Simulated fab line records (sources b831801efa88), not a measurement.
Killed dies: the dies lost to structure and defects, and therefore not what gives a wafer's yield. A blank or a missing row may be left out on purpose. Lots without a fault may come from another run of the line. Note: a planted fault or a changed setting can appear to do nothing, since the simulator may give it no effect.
The same fault as seen by 2 desks -- flow sky130 -- numbers are kept per desk, each desk with only its own; the story behind them comes last

## THE METROLOGY DESK
What the gauges read, lot by lot, whatever tool the lot ran on: means of the sampled wafers that have a number. Any lot whose mean is over 4 standard deviations away from the usual mean is out of limits and marked OUT; that distance is given in the brackets.
Columns: A = VIA2_BOW at SKY_VIA2_BOW_MEAS_03, usual 86 um; B = cd_nm at SKY_VIA2_CD_MEAS_12, usual 200.4 nm; C = METAL5_ALCU_RS at SKY_METAL5_RS_MEAS_05, usual 0.02691 ohm/sq; D = METAL5_ALCU_THK at SKY_METAL5_THK_MEAS_06, usual 1174 nm
lot,first seen here,A,B,C,D
L663,day 36 10:04,88,200.8,0.02668,1182
L665,day 36 22:22,84,201.1,0.02663,1184
L666,day 37 00:40,86,201.0,0.02642,1199
L668,day 37 11:29,82,200.3,0.02388 (-11) OUT,1341 (+13) OUT
L669,day 37 18:37,88,199.1,0.02720,1169
L670,day 38 06:04,84,201.3,0.02548 (-5.3) OUT,1252 (+6.0) OUT
L671,day 38 08:31,90,202.0,0.02696,1169
L672,day 38 16:44,88,199.3,0.02536 (-5.7) OUT,1246 (+5.6) OUT
L675,day 39 16:40,78,200.1,0.02718,1164
L677,day 40 02:50,84,202.4,0.02711,1160
L679,day 40 09:20,86,199.0,0.02656,1183
L681,day 41 01:29,89,202.5,0.02693,1176
L683,day 41 15:13,84,201.5,0.02694,1165
L684,day 41 23:23,94,199.8,0.02724,1159
L685,day 42 06:17,86,196.9,0.02706,1172
This desk finds L668, L670, L672 out of limits, with the earliest case on L668 at day 44 20:01 (METAL5_ALCU_RS at SKY_METAL5_RS_MEAS_05). Within limits: L663, L665, L666, L669, L671, L675, L677, L679, L681, L683, L684, L685.

## THE TOOL OWNER'S DESK: pvd_sputter-04
The tool's own readings at SKY_METAL5_SPUTTER_02 (material AlCu, target thk 1150 nm, time 61.2 s): means of the sampled wafers that have a number, for each lot that ran on this tool. Any lot whose mean is over 4 standard deviations away from the usual mean is out of limits and marked OUT; that distance is given in the brackets.
Columns: A = cathode_dc_power_W at SKY_METAL5_SPUTTER_02, usual 10600 W; B = throttle_valve_pct at SKY_METAL5_SPUTTER_02, usual 30.2 %
lot,first seen here,A,B
L663,day 43 20:53,10600,29.3
L665,day 44 07:02,10601,30.5
L668,day 44 19:53,10600,31.2
L670,day 45 13:50,10600,29.4
L672,day 45 21:37,10602,29.8
L684,day 48 15:40,10600,29.3
L685,day 48 22:44,10600,30.3
This desk found nothing out of limits on any of the 7 lots.

## PUT TOGETHER
On L668, L670, L672, the metrology desk was in a position to raise an alarm at day 44 20:01.
The tool owner's desk saw nothing out of limits.
On record at the tool owner's desk: L668, L670, L672, within its limits.
Every lot named ran SKY_METAL5_SPUTTER_02 on pvd_sputter-04.

## WHAT THE SIMULATOR PUT IN
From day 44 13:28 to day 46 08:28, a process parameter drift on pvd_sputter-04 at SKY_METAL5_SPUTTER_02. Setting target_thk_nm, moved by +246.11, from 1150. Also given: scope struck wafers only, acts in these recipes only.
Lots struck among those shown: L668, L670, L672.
Per desk, hours elapsed from the start of the fault to the first reading out of limits: for the metrology desk, 7.
